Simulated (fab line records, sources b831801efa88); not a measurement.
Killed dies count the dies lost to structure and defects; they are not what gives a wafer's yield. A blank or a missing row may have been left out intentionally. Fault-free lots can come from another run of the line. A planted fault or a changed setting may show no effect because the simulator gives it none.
A struck lot beside a sound one | flow sky130 | 15 out of 708 route steps
Sound: these wafers, L916.1, L916.3, L916.5. Struck: wafer L932.3 (left out: L932.6, a lot-mate that was not struck); the cause follows at the end.
For every step that has rows: the tool of each side, followed by ch and its chambers, followed by its first start. Under that, the readings that differ: sound wafers | struck wafers | difference of the means | sigmas: that difference in standard deviations of wafers without a fault.
alike: same words and numbers on both sides, and readings whose means sit less than 2 such deviations apart. not compared: any withheld reading, any reading some wafer has no value for, any bound like >300 that may hide the same value, and any number with overlapping values for which the record gives no deviation.
The two part at a step that has a row with sigmas, a row that says differs or no value, or rows on one side only. Numbers that don't overlap but have no deviation are shown without sigmas and don't part them. A reading missing from all wafers of one side parts the sides only when that side holds two or more wafers.

SKY_METAL2_STRIP_20: strips in O2/N2.
  sound on plasma_asher-01 ch 0, day 34 09:44; struck on plasma_asher-01 ch 1, day 41 05:22
  reading                     | sound             | struck | difference | sigmas
  drypump_motor_current_A (A) | 5.6 5.6 5.6       | 6.6    | +1.0       | +3
  oes_product_au (a.u.)       | 0.350 0.343 0.339 | 0.329  | -0.015     | -3
  alike: chamber_pressure_mTorr, strip_time_to_endpoint_s
  not compared: rf_hours_counter_h
then, 4 steps without rows for these wafers: SKY_METAL2_STRIP_21 (strips in post etch residue remover, time 1200 s); SKY_METAL2_CLEAN_22 (cleans in IPA, time 180 s); SKY_METAL2_CLEAN_23 (cleans in O3/DIW); SKY_VIA2_HDPCVD_00 (deposits SiO2, target thk 1180 nm, time 196.7 s).
SKY_VIA2_THK_MEAS_01:
  sound: film_metro-04 at day 34 10:27; struck: film_metro-03 at day 41 06:04
  reading              | sound          | struck | difference | sigmas
  VIA2_HDPCVD_THK (nm) | 1172 1152 1168 | 1191   | +27        | +3
SKY_VIA2_CMP_02: polishes SiO2.
  sound on cmp-01 ch 0,3, day 34 10:31; struck on cmp-02 ch 0, day 41 06:16
  alike: motor_current_A
SKY_VIA2_BOW_MEAS_03:
  sound: film_metro-04 at day 34 10:49; struck: film_metro-03 at day 41 06:27
  reading       | sound    | struck | difference | sigmas
  VIA2_BOW (um) | 84 79 66 | 95     | +19        | +2
then, 4 steps without rows for these wafers: SKY_VIA2_DEHYDRATE_04 (time 60 s); SKY_VIA2_HMDS_05 (prime time 60 s); SKY_VIA2_COAT_06 (resist thk 60 nm); SKY_VIA2_COAT_07 (resist thk 450 nm).
SKY_VIA2_SOFTBAKE_08: time 90 s.
  sound on litho_track-01 ch 0, day 35 00:00; struck on litho_track-04 ch 0, day 41 19:00
  reading          | sound                | struck | difference | sigmas
  run_length_s (s) | 119.29 119.35 119.19 | 121.65 | +2.37      | +11
then, 1 step without rows for these wafers: SKY_VIA2_EXPOSE_09 (exposes mask VIM2, target cd 200 nm).
-- the record jumps here: 9 days lie between the struck wafers' starts before and after (it left off in module VIA2 and takes up again in module PAD_OPEN, whose first step shown is number 708 of the route) --
SKY_PAD_OPEN_PROBE_99:
  sound: prober-01 at day 45 03:45; struck: prober-01 at day 50 18:06
  reading | sound | struck                    | difference                   | sigmas
  hold    | - - - | await_dispo/10.1h/release | no value on the sound wafers |
  alike: defect_limited_yield, killed_at_M0_to_M3, killed_at_M4_up, killed_at_contacts, killed_at_front_end, killed_at_other, killed_dies, killed_open, killed_short, sort_bin_3_pad_short, sort_bin_5_function, sort_bin_6_memory, sort_n_pass, sort_yield_pct

## WHERE THEY PART
At SKY_METAL2_STRIP_20 first; at SKY_PAD_OPEN_PROBE_99 last (within this record only).

WHY: what had been put in by the simulator
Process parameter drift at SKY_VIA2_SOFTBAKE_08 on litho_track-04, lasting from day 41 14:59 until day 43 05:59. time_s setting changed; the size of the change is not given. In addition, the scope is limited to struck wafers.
